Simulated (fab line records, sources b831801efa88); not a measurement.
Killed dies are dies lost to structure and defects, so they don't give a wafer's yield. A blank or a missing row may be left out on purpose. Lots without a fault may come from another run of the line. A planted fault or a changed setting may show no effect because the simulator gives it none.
Which tool did it? | flow sky130 | 6 lots, 18 wafers sampled, at 3 steps of a route of 708

WHAT THE GAUGES READ, wafer by wafer
SKY_LDD_HVN_OVL_MEAS_07.
lot  | measured     | on         | LDD_HVN_OVL (nm)
L432 | day 21 20:29 | overlay-02 | 0.7 1.1 -1.1
L434 | day 21 21:53 | overlay-02 | -87.1 -85.4 -88.2
L437 | day 23 09:24 | overlay-01 | -87.4 -87.0 -85.9
L442 | day 24 22:38 | overlay-01 | -1.2 -1.5 0.1
L446 | day 26 11:32 | overlay-01 | -1.7 -1.2 -2.3
L448 | day 27 03:35 | overlay-01 | -1.6 -1.7 -2.6

WHICH TOOL RAN EACH LOT (tool, then ch and the chambers of the sampled wafers, then the start)
lot  | SKY_LDD_P_STRIP_10                   | SKY_LDD_HVN_EXPOSE_04
L432 | plasma_asher-02 ch 0,1, day 20 13:40 | iline_stepper-01 ch 0, day 21 05:34
L434 | plasma_asher-03 ch 0,1, day 20 15:04 | iline_stepper-01 ch 0, day 21 07:01
L437 | plasma_asher-02 ch 0,1, day 22 04:00 | iline_stepper-01 ch 0, day 22 19:28
L442 | plasma_asher-03 ch 0,1, day 23 17:51 | iline_stepper-02 ch 0, day 24 08:31
L446 | plasma_asher-02 ch 0,1, day 25 06:15 | iline_stepper-02 ch 0, day 25 20:23
L448 | plasma_asher-03 ch 0,1, day 25 22:26 | iline_stepper-02 ch 0, day 26 13:46
- SKY_LDD_P_STRIP_10: strips in O2/N2.
- SKY_LDD_HVN_EXPOSE_04: exposes mask HVNTM, target cd 700 nm.

THE ANSWER, worked out from the rows above alone
Rule: what is usual is taken from the lots themselves. Put in order of their means at a reading, lots are off if they are a third of the lots or fewer, leave a main group of 4 or more, and stand apart from it by a gap of 3 or more times the standard deviation of the main group's means; of several such gaps the widest counts. A main group whose means are all the same, to the digits that the tables above print for the reading, isn't used. A lot without any number at a reading at which 4 lots or more have one is off too. The other lots that the step has rows for count as sound.
Off: L434, L437, at SKY_LDD_HVN_OVL_MEAS_07 (LDD_HVN_OVL). The main group: mean -1.1 nm, standard deviation 0.86.
A tool fits if, at a process step before that reading, it ran every lot that is off, and no sound lot after the first of them. The gauges at SKY_LDD_HVN_OVL_MEAS_07 are tried like those tools. One fits: iline_stepper-01 at SKY_LDD_HVN_EXPOSE_04. Its last sound lot is L432 (day 21 05:34), its first lot that is off L434 (day 21 07:01): a fault that began between those two fits.

WHAT THE SIMULATOR HAD PUT IN
Scanner matching overlay: iline_stepper-01, from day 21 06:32 on, at SKY_LDD_HVN_EXPOSE_04. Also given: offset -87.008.
Lots struck among those shown: L434, L437. The rule above found the same.
